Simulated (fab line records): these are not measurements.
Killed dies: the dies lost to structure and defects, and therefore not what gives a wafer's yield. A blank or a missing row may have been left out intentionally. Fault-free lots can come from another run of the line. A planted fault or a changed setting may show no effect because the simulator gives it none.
Which tool did it? || flow sky130 || 21 wafers sampled from 7 lots at 1 step of a route of 708

== WHAT THE GAUGES READ, wafer by wafer ==
SKY_VIA1_OVL_MEAS_13.
{"lot": "L760", "measured": "day 36 08:38", "on": "overlay-02", "VIA1_OVL (nm)": "4 0 2"}
{"lot": "L761", "measured": "day 36 14:41", "on": "overlay-02", "VIA1_OVL (nm)": "-3 3 2"}
{"lot": "L763", "measured": "day 38 00:57", "on": "overlay-01", "VIA1_OVL (nm)": "1 -4 -4"}
{"lot": "L764", "measured": "day 38 05:32", "on": "overlay-01", "VIA1_OVL (nm)": "-1 2 -4"}
{"lot": "L770", "measured": "day 39 01:18", "on": "overlay-01", "VIA1_OVL (nm)": "4 -1 -1"}
{"lot": "L773", "measured": "day 39 21:31", "on": "overlay-01", "VIA1_OVL (nm)": "8 2 4"}
{"lot": "L774", "measured": "day 40 02:06", "on": "overlay-02", "VIA1_OVL (nm)": "2 3 -4"}

== EACH LOT AND THE TOOL THAT RAN IT (in order: tool; ch and the chambers of the sampled wafers; start) ==
The record shows no process step preceding these readings.

== THE ANSWER, worked out from the rows above alone ==
Rule: the usual values come from the lots themselves. Put in order of their means at a reading, lots are off if they are a third of the lots or fewer, leave a main group of 4 or more, and stand apart from it by a gap of 3 or more times the standard deviation of the main group's means; of several such gaps the widest counts. A main group whose means are all the same, to the digits that the tables above print for the reading, isn't used. Also off: a lot with no number at a reading for which 4 or more lots have one. Any other lot the step has rows for is counted as sound.
No lot is off at any reading shown: from this, nothing can be told.

== WHAT WAS PUT IN BY THE SIMULATOR ==
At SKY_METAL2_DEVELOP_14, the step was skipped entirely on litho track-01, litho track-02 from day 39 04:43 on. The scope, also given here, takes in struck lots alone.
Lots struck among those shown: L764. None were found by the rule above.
